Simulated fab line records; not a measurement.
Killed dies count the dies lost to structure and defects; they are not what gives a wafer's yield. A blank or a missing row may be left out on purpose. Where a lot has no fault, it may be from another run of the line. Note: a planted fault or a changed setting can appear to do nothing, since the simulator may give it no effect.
Struck lot and sound lot, side by side    flow gf180mcu    18 steps out of a route of 602
Sound: the wafers L314.2, L314.3, L314.5. Wafers L319.1, L319.3, L319.6 were the ones struck. The cause comes at the end.
For every step that has rows: the tool of each side, followed by ch and its chambers, followed by its first start. Under that, the readings that differ: sound wafers    struck wafers    difference of the means    sigmas: that difference in standard deviations of wafers without a fault.
alike: same words and numbers on both sides, and readings whose means sit less than 2 such deviations apart. not compared: any withheld reading, any reading some wafer has no value for, any bound like >300 that may hide the same value, and any number with overlapping values for which the record gives no deviation.
Wherever a step has rows on one side only, a row that says differs or no value, or a row with sigmas, the two part there. Non-overlapping numbers with no deviation appear without sigmas and do not part them. Lack of a reading on every wafer of one side parts them only where that side has two or more wafers.

first, 1 step without rows for these wafers: GF_STI_CVD_23 (deposits SiO2, target thk 650 nm, time 108.3 s).
GF_STI_THK_MEAS_24:
  sound on filmMetro-01 at day 4 18:02; struck on filmMetro-04 at day 5 18:25
reading              sound        struck       difference  sigmas
STI_CVD_23_THK (nm)  648 646 643  663 662 663  +17         +2
GF_STI_CMP_25: polishes, stops on Si3N4, t overpolish 33 s, target thk 524.6 nm.
  sound on cmp-02 ch 0,1,2, day 4 18:05; struck on cmp-02 ch 0,1,2, day 5 18:32
  alike: motorCurrentA, overpolishRunS, slurryFlowMlMin, timeToEndpointS
then, 4 steps without rows for these wafers: GF_STI_WET_ETCH_26 (etches SiO2 in dHF, target depth 94 nm, time 188 s); GF_STI_WET_ETCH_27 (etches Si3N4 in H3PO4, target depth 160 nm, time 1825 s); GF_STI_WET_ETCH_28 (etches SiO2 in dHF, target depth 20 nm, time 40 s); GF_STI_OXIDATION_29 (stabilise 600 s, purge 300 s, target thk 10 nm).
GF_STI_THK_MEAS_30:
  sound on filmMetro-02 at day 4 20:55; struck on filmMetro-02 at day 5 20:50
  alike: STI_OXIDATION_02_THK
then, 4 steps without rows for these wafers: GF_DNWELL_DEHYDRATE_00 (time 60 s); GF_DNWELL_HMDS_01 (prime time 60 s); GF_DNWELL_COAT_02 (resist thk 3000 nm); GF_DNWELL_SOFTBAKE_03.
GF_DNWELL_EXPOSE_04: exposes mask DNWELL, target cd 1700 nm.
  sound on ilineStepper-02 ch 0, day 5 04:11; struck on ilineStepper-02, day 6 04:38
  no value came back on the struck wafers for exposureDoseMJCm2, focusOffsetNm (nm); on the sound wafers exposureDoseMJCm2 reads 259.83 259.38 259.61
  alike: mask
then, 3 steps without rows for these wafers: GF_DNWELL_PEB_05; GF_DNWELL_DEVELOP_06 (develop time 60 s); GF_DNWELL_IMPLANT_07.
GF_DNWELL_STRIP_08: strips in O2/N2.
  sound on plasmaAsher-01 ch 0,1, day 5 10:23; struck on plasmaAsher-03 ch 0,1, day 6 11:50
reading           sound        struck       difference  sigmas
heaterPowerW (W)  370 348 390  322 320 317  -50         -2
  alike: drypumpMotorCurrentA, oesProductAu, platenTempC, stripTimeToEndpointS
  not compared: rfHoursCounterH
GF_DNWELL_TW_MEAS_09:
  sound on filmMetro-02 at day 5 10:29; struck on filmMetro-04 at day 6 12:10
reading    sound           struck    difference  sigmas
DNWELL_TW  1350 1344 1355  31 31 31  -1319       -99 or more
  not compared: hold

## WHERE THEY PART
First at GF_STI_THK_MEAS_24; last, within this record, at GF_DNWELL_TW_MEAS_09.

WHY: what had been put in by the simulator
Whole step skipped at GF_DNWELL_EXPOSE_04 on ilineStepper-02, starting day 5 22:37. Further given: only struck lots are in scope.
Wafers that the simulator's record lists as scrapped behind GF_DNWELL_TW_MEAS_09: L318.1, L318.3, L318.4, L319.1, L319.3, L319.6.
